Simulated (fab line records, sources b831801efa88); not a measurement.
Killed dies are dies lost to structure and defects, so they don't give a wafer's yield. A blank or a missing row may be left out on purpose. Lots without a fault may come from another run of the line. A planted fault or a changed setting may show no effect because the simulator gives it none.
fab line records | flow sky130 | part 1 of 2: steps 1 to 27 of 35
record lots=5 wafers=15 last_day=50
route steps=708 shown SD_N@344 SD_P@359 RES_XHIGH@360 SALICIDE@361 LI_CONTACT@362
lots that met no fault: from a run of the same line without faults
start_h: hours from the record's first day to the start of the lot's first wafer shown | wait_h: hours since the lot's step before | " the same as in the row above | L1.1+2: a row that stands for several wafers | - no value, or no start given | * or withheld: withheld | < > ~ a bound
route shown NAME@n: a module of which the file shows steps, and the number in the route of the first | usual: mean/standard deviation of fault-free wafers | same: alike in all rows | chamber/n: place in a boat | sites: the reading at each site | _std_site: their standard deviation | _edge_site: outer sites' mean less inner sites' | radius_mm: how far each site lies from the wafer's centre | mask NAME#n: copy n | behind: the tool/chamber that last shaped the wafer | hold: why the lot was held/for how many hours/how that ended | device: the transistor (n, p or np) that didn't switch | end of line: the same wafers' tests at the end of the route | a step without rows: its recipe alone | killed: dies lost to structure and defects at the first sort, not the wafer's yield | map: a wafer's dies, x killed, . not, _ none there
set.NAME: the setting as run; set.NAME@STEP: as run at that earlier step | model.NAME: the simulator's own value behind a step, which no gauge read
lots at some steps of the route; a table a step, a row a wafer
services: from which hour (start_h, from the record's first day; less than 0 if before it) a tool's chamber was out of use, for how many hours, and why
## steps
# step SKY_SD_N_COAT_02
# recipe resist=NOVOLAK spin_rpm=3000 resist_thk_nm=1140
# usual exhaust_pa=45.2/0.81
# columns lot.wafer tool chamber start_h wait_h exhaust_pa
L075.2 litho_track-03 0 648.35 0.1 45.7
L075.5 " 0 " " 45.6
L075.6 " 0 " " 45.8
L088.2 litho_track-01 0 735.22 0.1 43.7
L088.3 " 0 " " 45.1
L088.4 " 0 " " 43.1
L093.1 litho_track-03 0 785.82 0.1 44.5
L093.2 " 0 " " 44.8
L093.5 " 0 " " 45.4
L095.2 litho_track-01 0 802.42 0.1 44.8
L095.3 " 0 " " 45.9
L095.4 " 0 " " 45.4
L096.1 litho_track-04 0 805.88 0.1 46.0
L096.4 " 0 " " 45.8
L096.5 " 0 " " 44.9
# step SKY_SD_N_SOFTBAKE_03
# recipe temp_c=90 time_s=60 resist=NOVOLAK
# usual exhaust_pa=45.0/0.84
# columns lot.wafer tool chamber start_h wait_h exhaust_pa
L075.2 litho_track-03 0 648.50 0.1 46.0
L075.5 " 0 " " 44.9
L075.6 " 0 " " 46.2
L088.2 litho_track-01 0 735.37 0.1 46.3
L088.3 " 0 " " 45.4
L088.4 " 0 " " 44.9
L093.1 litho_track-03 0 785.97 0.1 45.3
L093.2 " 0 " " 45.0
L093.5 " 0 " " 45.6
L095.2 litho_track-01 0 802.57 0.1 44.4
L095.3 " 0 " " 43.7
L095.4 " 0 " " 44.9
L096.1 litho_track-04 0 806.03 0.1 43.7
L096.4 " 0 " " 43.7
L096.5 " 0 " " 45.1
# step SKY_SD_N_EXPOSE_04
# recipe mask_id=NSDM na=0.6 source_shape=conventional sigma_outer=0.6 polarization=unpolarized target_cd_nm=380 dose_mj=141
# usual stage_vel_mm_s=500.06/0.26
# columns lot.wafer tool chamber start_h wait_h mask stage_vel_mm_s
L075.2 iline_stepper-02 0 - - NSDM#0 500.09
L075.5 " 0 " " NSDM#0 499.68
L075.6 " 0 " " NSDM#0 500.28
L088.2 iline_stepper-02 0 - - NSDM#0 500.16
L088.3 " 0 " " NSDM#0 499.81
L088.4 " 0 " " NSDM#0 500.27
L093.1 iline_stepper-02 0 - - NSDM#0 500.29
L093.2 " 0 " " NSDM#0 500.20
L093.5 " 0 " " NSDM#0 500.44
L095.2 iline_stepper-02 0 - - NSDM#0 500.21
L095.3 " 0 " " NSDM#0 500.19
L095.4 " 0 " " NSDM#0 499.68
L096.1 iline_stepper-01 0 - - NSDM#0 500.15
L096.4 " 0 " " NSDM#0 500.28
L096.5 " 0 " " NSDM#0 499.85
# step SKY_SD_N_PEB_05
# recipe temp_c=withheld time_s=* resist=NOVOLAK
# usual exhaust_pa=44.9/1
# columns lot.wafer tool chamber start_h wait_h exhaust_pa
L075.2 litho_track-04 0 - - 45.0
L075.5 " 0 " " 44.2
L075.6 " 0 " " 44.4
L088.2 litho_track-04 0 - - 42.7
L088.3 " 0 " " 43.2
L088.4 " 0 " " 44.4
L093.1 litho_track-04 0 - - 44.5
L093.2 " 0 " " 44.9
L093.5 " 0 " " 44.6
L095.2 litho_track-04 0 - - 46.0
L095.3 " 0 " " 45.4
L095.4 " 0 " " 45.4
L096.1 litho_track-01 0 - - 43.8
L096.4 " 0 " " 44.0
L096.5 " 0 " " 44.6
# step SKY_SD_N_DEVELOP_06
# recipe resist=NOVOLAK developer=TMAH develop_time_s=60 dev_temp_c=23
# usual exhaust_pa=45.0/0.91
# columns lot.wafer tool chamber start_h wait_h exhaust_pa
L075.2 litho_track-04 0 661.65 0.1 45.2
L075.5 " 0 " " 44.4
L075.6 " 0 " " 44.8
L088.2 litho_track-04 0 748.90 0.1 45.8
L088.3 " 0 " " 46.4
L088.4 " 0 " " 47.2
L093.1 litho_track-04 0 797.78 0.1 45.2
L093.2 " 0 " " 45.1
L093.5 " 0 " " 46.3
L095.2 litho_track-04 0 815.80 0.1 44.3
L095.3 " 0 " " 45.2
L095.4 " 0 " " 44.7
L096.1 litho_track-01 0 818.45 0.1 45.4
L096.4 " 0 " " 44.1
L096.5 " 0 " " 45.5
# step SKY_SD_N_CD_MEAS_07
# recipe target_cd_nm=380
# usual cd_nm=380.5/2.5
# columns lot.wafer tool chamber start_h wait_h cd_nm
L075.2 cd_sem-01 - 661.80 0.1 377.6
L075.5 " - " " 382.2
L075.6 " - " " 380.4
L088.2 cd_sem-01 - 749.05 0.1 378.4
L088.3 " - " " 377.1
L088.4 " - " " 378.3
L093.1 cd_sem-01 - 797.93 0.1 373.3
L093.2 " - " " 374.3
L093.5 " - " " 373.0
L095.2 cd_sem-02 - 815.95 0.1 379.6
L095.3 " - " " 380.8
L095.4 " - " " 381.2
L096.1 cd_sem-02 - 818.60 0.1 383.0
L096.4 " - " " 383.5
L096.5 " - " " 381.3
# step SKY_SD_N_OVL_MEAS_08
# usual SD_N_OVL=-1.2/1.6
# columns lot.wafer tool chamber start_h wait_h SD_N_OVL[nm]
L075.2 overlay-01 - 661.90 0.1 -3.2
L075.5 " - " " -3.6
L075.6 " - " " -2.9
L088.2 overlay-02 - 749.16 0.1 3.0
L088.3 " - " " 2.0
L088.4 " - " " 1.5
L093.1 overlay-02 - 798.05 0.1 -1.9
L093.2 " - " " -1.6
L093.5 " - " " -1.8
L095.2 overlay-01 - 816.06 0.1 0.3
L095.3 " - " " 0.8
L095.4 " - " " 0.4
L096.1 overlay-02 - 818.72 0.1 -4.0
L096.4 " - " " -2.1
L096.5 " - " " -0.5
# step SKY_SD_N_IMPLANT_09
# recipe species=As energy_kev=50 dose_cm2=4e+15 tilt_deg=0
# columns lot.wafer tool chamber start_h wait_h
L075.2+5+6 implanter-03 0 661.96 0.0
L088.2+3+4 implanter-01 0 749.21 0.0
L093.1+2+5 implanter-02 0 798.09 0.0
L095.2+3+4 implanter-03 0 816.11 0.0
L096.1+4+5 implanter-02 0 818.75 0.0
# step SKY_SD_N_IMPLANT_10
# recipe species=P energy_kev=20 dose_cm2=1e+14 tilt_deg=0
# columns lot.wafer tool chamber start_h wait_h
L075.2+5+6 implanter-03 0 662.11 0.1
L088.2+3+4 implanter-01 0 749.36 0.1
L093.1+2+5 implanter-02 0 798.24 0.1
L095.2+3+4 implanter-03 0 816.26 0.1
L096.1+4+5 implanter-02 0 818.90 0.1
# step SKY_SD_N_STRIP_11
# recipe chemistry=O2/N2 power_w=1400 pressure_mtorr=1500 platen_temp_c=withheld o2_flow_sccm=3000 n2_flow_sccm=300 overash_fraction=0.5
# usual chamber_pressure_mTorr=1500.0/1.2 drypump_motor_current_A=5.5/0.4 n2_flow_sccm=299.9/0.88 oes_product_au=0.528/0.0042 strip_time_to_endpoint_s=22.55/0.044
# columns lot.wafer tool chamber start_h wait_h chamber_pressure_mTorr drypump_motor_current_A n2_flow_sccm oes_product_au rf_hours_counter_h strip_time_to_endpoint_s
L075.2 plasma_asher-02 1 662.23 0.1 1499.9 5.3 299.2 0.531 107 22.51
L075.5 " 0 " " 1499.4 5.6 299.5 0.528 - 22.56
L075.6 " 1 " " 1498.3 5.3 300.5 0.535 - 22.58
L088.2 plasma_asher-02 1 749.49 0.1 1500.2 5.3 299.3 0.526 1 22.60
L088.3 " 0 " " 1502.0 5.6 299.7 0.522 - 22.56
L088.4 " 1 " " 1499.2 5.3 301.4 0.529 - 22.59
L093.1 plasma_asher-01 1 798.39 0.1 1498.8 5.3 298.5 0.527 94 22.56
L093.2 " 0 " " 1501.9 6.0 300.0 0.529 94 22.52
L093.5 " 0 " " 1499.9 6.0 298.7 0.527 - 22.53
L095.2 plasma_asher-01 1 816.39 0.1 1498.7 5.3 300.5 0.529 96 22.55
L095.3 " 0 " " 1501.2 6.0 299.1 0.537 - 22.57
L095.4 " 1 " " 1499.3 5.3 298.6 0.525 - 22.56
L096.1 plasma_asher-02 0 819.05 0.1 1499.0 5.6 301.2 0.530 8 22.65
L096.4 " 1 " " 1497.9 5.3 299.9 0.518 - 22.58
L096.5 " 0 " " 1499.6 5.6 300.7 0.523 - 22.59
# step SKY_SD_N_TW_MEAS_12
# usual SD_N_TW=3936/46
# columns lot.wafer tool chamber start_h wait_h SD_N_TW
L075.2 film_metro-02 - 662.34 0.1 3943
L075.5 " - " " 3937
L075.6 " - " " 3936
L088.2 film_metro-01 - 749.60 0.1 3878
L088.3 " - " " 3869
L088.4 " - " " 3859
L093.1 film_metro-02 - 798.49 0.1 3981
L093.2 " - " " 3971
L093.5 " - " " 3971
L095.2 film_metro-03 - 816.50 0.1 3969
L095.3 " - " " 3959
L095.4 " - " " 3942
L096.1 film_metro-03 - 819.15 0.1 3895
L096.4 " - " " 3900
L096.5 " - " " 3899
# step SKY_SD_N_CLEAN_13
# recipe chemistry=SC1/SC2 mix=1:4:20 temp_c=70 time_s=150 dry=n2_spin
# columns lot.wafer tool chamber start_h wait_h
L075.2+5+6 wet_bench-03 2 662.39 0.0
L088.2+3+4 wet_bench-03 3 749.65 0.0
L093.1+2+5 wet_bench-04 3 798.55 0.1
L095.2+3+4 wet_bench-02 2 816.55 0.0
L096.1+4+5 wet_bench-04 2 819.21 0.1
# step SKY_SD_N_RTA_14
# recipe temp_c=1075 time_s=2 idle_temp_c=650 ramp_up_c_per_s=150 ramp_down_c_per_s=90 ambient=N2
# usual anneal_temp_c_max=1081.5/1.2 lamp_power_pct=15.73/0.055 wafer_temp_C_max=1078.1/1.3
# columns lot.wafer tool chamber start_h wait_h anneal_temp_c_max lamp_power_pct wafer_temp_C_max
L075.2 rtp_anneal-02 0 662.50 0.0 1081.1 15.77 1077.4
L075.5 " 0 " " 1081.1 15.69 1076.4
L075.6 " 0 " " 1080.5 15.74 1079.2
L088.2 rtp_anneal-01 0 749.70 0.0 1081.7 15.78 1077.0
L088.3 " 0 " " 1080.7 15.71 1079.0
L088.4 " 0 " " 1086.1 15.76 1077.0
L093.1 rtp_anneal-02 0 798.60 0.0 1081.5 15.75 1077.0
L093.2 " 0 " " 1080.8 15.75 1076.4
L093.5 " 0 " " 1081.4 15.77 1077.3
L095.2 rtp_anneal-02 0 816.60 0.0 1080.5 15.76 1078.2
L095.3 " 0 " " 1081.6 15.74 1079.0
L095.4 " 0 " " 1081.1 15.68 1077.7
L096.1 rtp_anneal-01 0 819.26 0.0 1083.1 15.75 1076.4
L096.4 " 0 " " 1081.3 15.80 1078.5
L096.5 " 0 " " 1080.7 15.81 1077.3
# step SKY_SD_N_RS_MEAS_16
# recipe thk_meas_gauge=four-point-probe
# usual SD_N_RS=68.64/0.13
# columns lot.wafer tool chamber start_h wait_h SD_N_RS[ohm/sq]
L075.2 film_metro-02 - 662.69 0.1 68.66
L075.5 " - " " 68.69
L075.6 " - " " 68.75
L088.2 film_metro-02 - 749.89 0.1 68.57
L088.3 " - " " 68.51
L088.4 " - " " 68.59
L093.1 film_metro-03 - 798.77 0.1 68.57
L093.2 " - " " 68.55
L093.5 " - " " 68.78
L095.2 film_metro-02 - 816.79 0.1 68.41
L095.3 " - " " 68.54
L095.4 " - " " 68.50
L096.1 film_metro-01 - 819.44 0.1 68.49
L096.4 " - " " 68.61
L096.5 " - " " 68.61
# step SKY_SD_N_RS_MEAS_17
# recipe thk_meas_gauge=four-point-probe
# usual SD_P_RS=147.2/0.4
# columns lot.wafer tool chamber start_h wait_h SD_P_RS[ohm/sq]
L075.2 film_metro-02 - 662.81 0.1 147.0
L075.5 " - " " 147.3
L075.6 " - " " 147.1
L088.2 film_metro-02 - 750.01 0.1 146.5
L088.3 " - " " 146.7
L088.4 " - " " 146.8
L093.1 film_metro-03 - 798.89 0.1 146.9
L093.2 " - " " 146.8
L093.5 " - " " 147.3
L095.2 film_metro-02 - 816.91 0.1 147.4
L095.3 " - " " 146.9
L095.4 " - " " 147.2
L096.1 film_metro-01 - 819.56 0.1 147.1
L096.4 " - " " 147.8
L096.5 " - " " 146.7
# step SKY_SD_N_RS_MEAS_18
# recipe thk_meas_gauge=four-point-probe
# usual RES_XHIGH_RS=333.3/1.2
# columns lot.wafer tool chamber start_h wait_h RES_XHIGH_RS[ohm/sq]
L075.2 film_metro-02 - 662.93 0.1 333.7
L075.5 " - " " 334.1
L075.6 " - " " 335.5
L088.2 film_metro-02 - 750.13 0.1 335.2
L088.3 " - " " 334.8
L088.4 " - " " 336.2
L093.1 film_metro-03 - 799.01 0.1 333.5
L093.2 " - " " 333.1
L093.5 " - " " 332.3
L095.2 film_metro-02 - 817.03 0.1 333.3
L095.3 " - " " 333.4
L095.4 " - " " 333.8
L096.1 film_metro-01 - 819.68 0.1 330.6
L096.4 " - " " 330.6
L096.5 " - " " 331.4
# step SKY_SALICIDE_CLEAN_00
# recipe chemistry=HF-last time_s=30 dilution=100:1 dry=ipa_marangoni
# columns lot.wafer tool chamber start_h wait_h
L075.2+5+6 wet_bench-01 3 663.03 0.1
L088.2+3+4 wet_bench-04 0 750.23 0.1
L093.1+2+5 wet_bench-01 0 799.13 0.1
L095.2+3+4 wet_bench-04 1 817.13 0.1
L096.1+4+5 wet_bench-01 2 819.80 0.1
# step SKY_LI_CONTACT_HDPCVD_00
# recipe material=PSG target_thk_nm=930 sigma_open_frac=0.3 time_s=155 temp_c=600 sih4_flow_sccm=60 pressure_mtorr=6
# columns lot.wafer tool chamber start_h wait_h
L075.2+5+6 hdpcvd-02 2,0,2 663.04 0.0
L088.2+3+4 hdpcvd-02 2,1,2 750.25 0.0
L093.1+2+5 hdpcvd-01 1,2,1 799.15 0.0
L095.2+3+4 hdpcvd-01 1,0,2 817.15 0.0
L096.1+4+5 hdpcvd-02 2,1,0 819.81 0.0
# step SKY_LI_CONTACT_THK_MEAS_01
# recipe reads=PSG_of_LI_CONTACT_HDPCVD_00
# usual LI_CONTACT_HDPCVD_THK=939/14
# columns lot.wafer tool chamber start_h wait_h LI_CONTACT_HDPCVD_THK[nm]
L075.2 film_metro-01 - 663.16 0.1 935
L075.5 " - " " 925
L075.6 " - " " 934
L088.2 film_metro-01 - 750.41 0.1 958
L088.3 " - " " 960
L088.4 " - " " 960
L093.1 film_metro-01 - 799.25 0.1 953
L093.2 " - " " 932
L093.5 " - " " 939
L095.2 film_metro-02 - 817.26 0.1 948
L095.3 " - " " 935
L095.4 " - " " 922
L096.1 film_metro-03 - 819.92 0.1 927
L096.4 " - " " 941
L096.5 " - " " 932
# step SKY_LI_CONTACT_CMP_02
# recipe material=PSG down_force_psi=4 platen_rpm=60 pad_velocity_m_s=0.94248
# usual motor_current_A=11.9/1.5 time_to_endpoint_s=34/3.1
# columns lot.wafer tool chamber start_h wait_h motor_current_A time_to_endpoint_s
L075.2 cmp-02 3 663.26 0.1 10.6 35
L075.5 " 2 " " 11.9 34
L075.6 " 3 " " 10.1 32
L088.2 cmp-01 2 750.46 0.0 11.9 38
L088.3 " 3 " " 12.8 39
L088.4 " 1 " " 10.0 40
L093.1 cmp-01 1 799.41 0.1 10.8 36
L093.2 " 2 " " 11.8 32
L093.5 " 0 " " 15.3 31
L095.2 cmp-02 3 817.36 0.1 10.4 33
L095.4 " 0 " " 12.8 30
L095.3 " 1 " " 10.6 37
L096.1 cmp-02 2 819.98 0.1 11.7 36
L096.4 " 3 " " 10.7 32
L096.5 " 3 " " 10.5 35
# step SKY_LI_CONTACT_BOW_MEAS_03
# recipe mode=bow
# usual LI_CONTACT_BOW=57/7.2
# columns lot.wafer tool chamber start_h wait_h LI_CONTACT_BOW[um]
L075.2 film_metro-02 - 663.53 0.2 66
L075.5 " - " " 56
L075.6 " - " " 66
L088.2 film_metro-01 - 750.78 0.3 50
L088.3 " - " " 49
L088.4 " - " " 53
L093.1 film_metro-03 - 799.61 0.1 58
L093.2 " - " " 58
L093.5 " - " " 43
L095.2 film_metro-01 - 817.63 0.2 60
L095.3 " - " " 58
L095.4 " - " " 71
L096.1 film_metro-01 - 820.28 0.2 58
L096.4 " - " " 54
L096.5 " - " " 53
# step SKY_LI_CONTACT_DEHYDRATE_04
# recipe temp_c=200 time_s=60
# usual exhaust_pa=45.0/0.85
# columns lot.wafer tool chamber start_h wait_h exhaust_pa
L075.2 litho_track-03 0 677.20 13.7 44.6
L075.5 " 0 " " 44.8
L075.6 " 0 " " 44.8
L088.2 litho_track-02 0 762.32 11.5 45.5
L088.3 " 0 " " 45.5
L088.4 " 0 " " 45.4
L093.1 litho_track-03 0 813.03 13.4 43.6
L093.2 " 0 " " 44.6
L093.5 " 0 " " 44.4
L095.2 litho_track-02 0 829.37 11.7 46.7
L095.3 " 0 " " 45.9
L095.4 " 0 " " 46.8
L096.1 litho_track-03 0 832.62 12.3 43.9
L096.4 " 0 " " 44.6
L096.5 " 0 " " 45.2
# step SKY_LI_CONTACT_HMDS_05
# recipe prime_time_s=60 prime_temp_c=120
# usual exhaust_pa=45.1/0.82
# columns lot.wafer tool chamber start_h wait_h exhaust_pa
L075.2 litho_track-03 0 677.35 0.1 44.4
L075.5 " 0 " " 44.5
L075.6 " 0 " " 46.0
L088.2 litho_track-02 0 762.47 0.1 44.9
L088.3 " 0 " " 44.4
L088.4 " 0 " " 45.9
L093.1 litho_track-03 0 813.18 0.1 45.4
L093.2 " 0 " " 44.3
L093.5 " 0 " " 44.0
L095.2 litho_track-02 0 829.52 0.1 43.7
L095.3 " 0 " " 43.3
L095.4 " 0 " " 45.0
L096.1 litho_track-03 0 832.77 0.1 45.0
L096.4 " 0 " " 45.5
L096.5 " 0 " " 44.8
# step SKY_LI_CONTACT_COAT_06
# recipe resist=BARC temp_c=withheld time_s=withheld spin_rpm=3000 resist_thk_nm=60
# usual exhaust_pa=44.7/0.82
# columns lot.wafer tool chamber start_h wait_h exhaust_pa
L075.2 litho_track-03 0 677.50 0.1 45.0
L075.5 " 0 " " 43.9
L075.6 " 0 " " 45.0
L088.2 litho_track-02 0 762.62 0.1 45.4
L088.3 " 0 " " 45.0
L088.4 " 0 " " 45.4
L093.1 litho_track-03 0 813.33 0.1 44.1
L093.2 " 0 " " 45.6
L093.5 " 0 " " 45.1
L095.2 litho_track-02 0 829.67 0.1 44.5
L095.3 " 0 " " 44.7
L095.4 " 0 " " 44.3
L096.1 litho_track-03 0 832.92 0.1 46.8
L096.4 " 0 " " 44.8
L096.5 " 0 " " 44.2
# step SKY_LI_CONTACT_COAT_07
# recipe resist=KrF-thick spin_rpm=3000 resist_thk_nm=450
# usual exhaust_pa=45.1/0.98
# columns lot.wafer tool chamber start_h wait_h exhaust_pa
L075.2 litho_track-03 0 - - 44.5
L075.5 " 0 " " 44.0
L075.6 " 0 " " 44.6
L088.2 litho_track-02 0 - - 44.3
L088.3 " 0 " " 45.7
L088.4 " 0 " " 45.4
L093.1 litho_track-03 0 - - 45.5
L093.2 " 0 " " 44.6
L093.5 " 0 " " 45.1
L095.2 litho_track-02 0 - - 45.9
L095.3 " 0 " " 46.5
L095.4 " 0 " " 45.6
L096.1 litho_track-03 0 - - 44.4
L096.4 " 0 " " 43.3
L096.5 " 0 " " 45.1
# step SKY_LI_CONTACT_SOFTBAKE_08
# recipe temp_c=100 time_s=90 resist=KrF-thick
# usual exhaust_pa=45.2/0.9
# columns lot.wafer tool chamber start_h wait_h exhaust_pa
L075.2 litho_track-03 0 - - 45.7
L075.5 " 0 " " 45.0
L075.6 " 0 " " 45.0
L088.2 litho_track-02 0 - - 45.3
L088.3 " 0 " " 46.0
L088.4 " 0 " " 45.4
L093.1 litho_track-03 0 - - 45.5
L093.2 " 0 " " 44.3
L093.5 " 0 " " 44.7
L095.2 litho_track-02 0 - - 44.6
L095.3 " 0 " " 44.6
L095.4 " 0 " " 44.3
L096.1 litho_track-03 0 - - 45.6
L096.4 " 0 " " 46.0
L096.5 " 0 " " 45.9
# step SKY_LI_CONTACT_EXPOSE_09
# recipe mask_id=LICM1 na=0.8 source_shape=annular sigma_inner=0.55 sigma_outer=0.85 target_cd_nm=170 dose_mj=38
# usual stage_vel_mm_s=500.06/0.23
# columns lot.wafer tool chamber start_h wait_h mask stage_vel_mm_s
L075.2 krf_scanner-01 0 - - LICM1#0 500.07
L075.5 " 0 " " LICM1#0 499.65
L075.6 " 0 " " LICM1#0 499.95
L088.2 krf_scanner-01 0 - - LICM1#0 500.25
L088.3 " 0 " " LICM1#0 500.35
L088.4 " 0 " " LICM1#0 500.01
L093.1 krf_scanner-01 0 - - LICM1#0 500.21
L093.2 " 0 " " LICM1#0 499.89
L093.5 " 0 " " LICM1#0 499.78
L095.2 krf_scanner-01 0 - - LICM1#0 500.03
L095.3 " 0 " " LICM1#0 499.98
L095.4 " 0 " " LICM1#0 500.19
L096.1 krf_scanner-01 0 - - LICM1#0 499.86
L096.4 " 0 " " LICM1#0 499.98
L096.5 " 0 " " LICM1#0 500.40
